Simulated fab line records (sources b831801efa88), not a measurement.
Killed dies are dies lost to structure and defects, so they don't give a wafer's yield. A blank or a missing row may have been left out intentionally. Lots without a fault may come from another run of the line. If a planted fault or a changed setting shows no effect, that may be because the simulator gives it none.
One fault seen from 2 desks | flow gf180mcu | each desk has only its own numbers; what lay behind them comes last

== DESK OF THE TOOL OWNER: implanter-04 ==
For each lot that ran on this tool, the mean over its sampled wafers that have a number, from the tool's own readings at GF_MVPSD_IMPLANT_08. The brackets show how far a lot's mean lies from the usual mean; more than 4 standard deviations puts the lot out of limits, marked OUT.
Columns: A = beam_on_s at GF_MVPSD_IMPLANT_08, usual 10.01 s; B = dose_ions_cm2 at GF_MVPSD_IMPLANT_08, usual 1.4999e+13; C = faraday_current_uA at GF_MVPSD_IMPLANT_08, usual 84.5
lot  | first seen here | A     | B                            | C
L321 | day 5 15:58     | 10.08 | 1.4993e+13                   | 83.7
L329 | day 7 10:12     | 9.83  | 1.5001e+13                   | 86.1
L332 | day 7 23:32     | 9.81  | 1.4996e+13                   | 86.4
L336 | day 9 01:26     | 10.26 | 1.5006e+13                   | 82.3
L340 | day 9 23:57     | 9.79  | 2.6199e+13 (+99 or more) OUT | 150.4 (+39) OUT
L341 | day 10 05:09    | 10.03 | 2.6168e+13 (+99 or more) OUT | 147.3 (+37) OUT
This desk's finding: out of limits on L340, L341; first on L340, day 9 23:57 (dose_ions_cm2 at GF_MVPSD_IMPLANT_08). L321, L329, L332, L336: within limits.

== THE METROLOGY DESK ==
What the gauges read for every lot (on any tool): the sampled wafers with a number, averaged. The brackets show how far a lot's mean lies from the usual mean; more than 4 standard deviations puts the lot out of limits, marked OUT.
Columns: A = MVPSD_TW at GF_MVPSD_TW_MEAS_11, usual 554; B = VT_IMPLANT_OVL at GF_VT_IMPLANT_OVL_MEAS_07, usual 0.4 nm; C = MVPSD_RS at GF_VT_IMPLANT_RS_MEAS_49, usual 1168 ohm/sq
lot  | first seen here | A             | B    | C
L321 | day 5 16:20     | 549           | 1.3  | 1172
L322 | day 5 16:41     | 551           | -1.3 | 1162
L323 | day 6 00:14     | 562           | 1.1  | 1171
L324 | day 6 04:44     | 552           | 0.6  | 1168
L329 | day 7 10:36     | 551           | -0.2 | 1171
L330 | day 7 11:28     | 554           | 1.1  | 1165
L331 | day 7 20:14     | 555           | -0.4 | 1167
L332 | day 7 23:56     | 553           | 0.3  | 1170
L336 | day 9 01:50     | 565           | -0.1 | 1170
L340 | day 10 00:21    | 644 (+19) OUT | -1.5 | 881 (-82) OUT
L341 | day 10 05:31    | 641 (+19) OUT | 2.4  | 881 (-82) OUT
L343 | day 10 17:48    | 552           | 0.5  | 1162
This desk's finding: out of limits on L340, L341; first on L340, day 10 00:21 (MVPSD_TW at GF_MVPSD_TW_MEAS_11). L321, L322, L323, L324, L329, L330, L331, L332, L336, L343: within limits.

== BROUGHT TOGETHER ==
The tool owner's desk had the chance to raise an alarm at day 9 23:57 on L340, L341.
Metrology desk: alarm possible at day 10 00:21 on L340, L341.
All the named lots went through GF_MVPSD_IMPLANT_08 on implanter-04.

== WHAT WAS PUT IN BY THE SIMULATOR ==
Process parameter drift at GF_MVPSD_IMPLANT_08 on implanter-04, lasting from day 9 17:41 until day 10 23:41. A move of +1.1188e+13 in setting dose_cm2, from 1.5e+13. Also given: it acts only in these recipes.
Lots struck among those shown: L340, L341.
Counting hours from when the fault started, the first reading out of limits came at 6 for the tool owner's desk and at 7 for the metrology desk.
